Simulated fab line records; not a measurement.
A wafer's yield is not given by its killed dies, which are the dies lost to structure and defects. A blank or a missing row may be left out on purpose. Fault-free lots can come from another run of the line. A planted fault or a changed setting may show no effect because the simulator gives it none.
Commonality check across tools / flow gf180mcu / Sampled: 12 lots, 36 wafers

WHY IT WAS OPENED
Of 12 lots, 1 have the reading VT_IMPLANT_3_TW flagged at GF_VT_IMPLANT_TW_MEAS_32. Wafers without a fault read 268.2, standard deviation 2.8.
Rule: a lot gets a flag if all its wafers with a number sit over 4 standard deviations from that mean, or if no wafer of it has a number. All remaining lots are regarded as sound.

lot=L773; measured=day 6 19:46; on=film metro-04; VT_IMPLANT_3_TW, wafer by wafer=265.3 265.7 266.2; flag=
lot=L777; measured=day 7 22:29; on=film metro-02; VT_IMPLANT_3_TW, wafer by wafer=264.6 264.5 264.0; flag=
lot=L778; measured=day 8 02:58; on=film metro-04; VT_IMPLANT_3_TW, wafer by wafer=267.8 267.8 268.5; flag=
lot=L779; measured=day 8 09:37; on=film metro-01; VT_IMPLANT_3_TW, wafer by wafer=271.1 270.5 270.3; flag=
lot=L782; measured=day 9 04:37; on=film metro-01; VT_IMPLANT_3_TW, wafer by wafer=270.7 270.5 270.6; flag=
lot=L784; measured=day 9 19:33; on=film metro-04; VT_IMPLANT_3_TW, wafer by wafer=30.0 29.8 30.0; flag=FLAGGED
lot=L790; measured=day 11 08:48; on=film metro-01; VT_IMPLANT_3_TW, wafer by wafer=272.2 271.3 272.2; flag=
lot=L792; measured=day 12 00:06; on=film metro-01; VT_IMPLANT_3_TW, wafer by wafer=271.2 272.5 271.8; flag=
lot=L793; measured=day 12 05:57; on=film metro-02; VT_IMPLANT_3_TW, wafer by wafer=265.0 265.1 266.1; flag=
lot=L794; measured=day 12 20:51; on=film metro-02; VT_IMPLANT_3_TW, wafer by wafer=264.9 263.8 265.4; flag=
lot=L796; measured=day 13 05:21; on=film metro-02; VT_IMPLANT_3_TW, wafer by wafer=265.9 264.3 265.8; flag=
lot=L795; measured=day 13 06:17; on=film metro-04; VT_IMPLANT_3_TW, wafer by wafer=268.9 267.7 267.4; flag=
On average the flagged lots' numbers are 29.9, which is -238.3 against the usual, or -85 standard deviations.

EACH LOT AND THE TOOL IT RAN ON
The record holds 2 process steps before the reading, out of a route of 602 steps. Cell contents, in order: the tool; ch with the chambers the sampled wafers went through; the start.
lot=L773; flag=; GF_VT_IMPLANT_STRIP_20=plasma asher-02 ch 0,1, day 6 05:12; GF_VT_IMPLANT_STRIP_31=plasma asher-01 ch 0,1, day 6 19:40
lot=L777; flag=; GF_VT_IMPLANT_STRIP_20=plasma asher-02 ch 0,1, day 7 06:48; GF_VT_IMPLANT_STRIP_31=plasma asher-02 ch 0,1, day 7 22:23
lot=L778; flag=; GF_VT_IMPLANT_STRIP_20=plasma asher-04 ch 0,1, day 7 12:01; GF_VT_IMPLANT_STRIP_31=plasma asher-04 ch 0, day 8 02:52
lot=L779; flag=; GF_VT_IMPLANT_STRIP_20=plasma asher-01 ch 0,1, day 7 18:51; GF_VT_IMPLANT_STRIP_31=plasma asher-04 ch 0,1, day 8 09:31
lot=L782; flag=; GF_VT_IMPLANT_STRIP_20=plasma asher-04 ch 0,1, day 8 11:35; GF_VT_IMPLANT_STRIP_31=plasma asher-01 ch 0,1, day 9 04:31
lot=L784; flag=FLAGGED; GF_VT_IMPLANT_STRIP_20=plasma asher-01 ch 0,1, day 9 02:12; GF_VT_IMPLANT_STRIP_31=plasma asher-02 ch 0,1, day 9 19:27
lot=L790; flag=; GF_VT_IMPLANT_STRIP_20=plasma asher-02 ch 0,1, day 10 14:33; GF_VT_IMPLANT_STRIP_31=plasma asher-02 ch 0,1, day 11 08:42
lot=L792; flag=; GF_VT_IMPLANT_STRIP_20=plasma asher-02 ch 0,1, day 11 05:21; GF_VT_IMPLANT_STRIP_31=plasma asher-04 ch 0,1, day 12 00:00
lot=L793; flag=; GF_VT_IMPLANT_STRIP_20=plasma asher-01 ch 0,1, day 11 11:15; GF_VT_IMPLANT_STRIP_31=plasma asher-02 ch 0,1, day 12 05:51
lot=L794; flag=; GF_VT_IMPLANT_STRIP_20=plasma asher-02 ch 0,1, day 12 01:04; GF_VT_IMPLANT_STRIP_31=plasma asher-02 ch 1, day 12 20:45
lot=L796; flag=; GF_VT_IMPLANT_STRIP_20=plasma asher-01 ch 0,1, day 12 09:45; GF_VT_IMPLANT_STRIP_31=plasma asher-04 ch 0,1, day 13 05:15
lot=L795; flag=; GF_VT_IMPLANT_STRIP_20=plasma asher-02 ch 0,1, day 12 10:21; GF_VT_IMPLANT_STRIP_31=plasma asher-04 ch 0,1, day 13 06:12
What the steps here do:
- GF_VT_IMPLANT_STRIP_20: strips in O2/N2.
- GF_VT_IMPLANT_STRIP_31: strips in O2/N2.
- GF_VT_IMPLANT_TW_MEAS_32

FLAGGED OVER TOTAL, TOOL BY TOOL (the gauges that took the reading come last)
step=GF_VT_IMPLANT_STRIP_20; tool=plasma asher-01; lots run=4; flagged=1; share of the flagged lots=all; sound lots run after its first flagged lot=2 (L793,L796)
step=GF_VT_IMPLANT_STRIP_20; tool=plasma asher-02; lots run=6; flagged=0; share of the flagged lots=none; sound lots run after its first flagged lot=-
step=GF_VT_IMPLANT_STRIP_20; tool=plasma asher-04; lots run=2; flagged=0; share of the flagged lots=none; sound lots run after its first flagged lot=-
step=GF_VT_IMPLANT_STRIP_31; tool=plasma asher-01; lots run=2; flagged=0; share of the flagged lots=none; sound lots run after its first flagged lot=-
step=GF_VT_IMPLANT_STRIP_31; tool=plasma asher-02; lots run=5; flagged=1; share of the flagged lots=all; sound lots run after its first flagged lot=3 (L790,L793,L794)
step=GF_VT_IMPLANT_STRIP_31; tool=plasma asher-04; lots run=5; flagged=0; share of the flagged lots=none; sound lots run after its first flagged lot=-
step=GF_VT_IMPLANT_TW_MEAS_32; tool=film metro-01; lots run=4; flagged=0; share of the flagged lots=none; sound lots run after its first flagged lot=-
step=GF_VT_IMPLANT_TW_MEAS_32; tool=film metro-02; lots run=4; flagged=0; share of the flagged lots=none; sound lots run after its first flagged lot=-
step=GF_VT_IMPLANT_TW_MEAS_32; tool=film metro-04; lots run=4; flagged=1; share of the flagged lots=all; sound lots run after its first flagged lot=1 (L795)

WHAT IS ALLOWED BY THE TABLE
Rows of the table that ran every flagged lot, 3 in all: plasma asher-01 at GF_VT_IMPLANT_STRIP_20, plasma asher-02 at GF_VT_IMPLANT_STRIP_31, film metro-04 at GF_VT_IMPLANT_TW_MEAS_32.
- plasma asher-01 at GF_VT_IMPLANT_STRIP_20 ran 4 lots, 1 of them flagged. Lots that were sound ran on it after the first flagged one (L793, L796); a persistent fault on the entire tool would not allow that. Its own readings lie more than 4 standard deviations out on every wafer of the flagged lots: oes product au.
- plasma asher-02 at GF_VT_IMPLANT_STRIP_31 ran 5 lots, 1 of them flagged. Lots that were sound ran on it after the first flagged one (L790, L793, L794); a persistent fault on the entire tool would not allow that. Its own readings lie more than 4 standard deviations out on every wafer of the flagged lots: strip time to endpoint s.
- film metro-04 at GF_VT_IMPLANT_TW_MEAS_32 ran 4 lots, 1 of them flagged. Lots that were sound ran on it after the first flagged one (L795); a persistent fault on the entire tool would not allow that.
Not one row of the table ran every flagged lot while running no sound lot after the first.

WHAT THE SIMULATOR PUT IN
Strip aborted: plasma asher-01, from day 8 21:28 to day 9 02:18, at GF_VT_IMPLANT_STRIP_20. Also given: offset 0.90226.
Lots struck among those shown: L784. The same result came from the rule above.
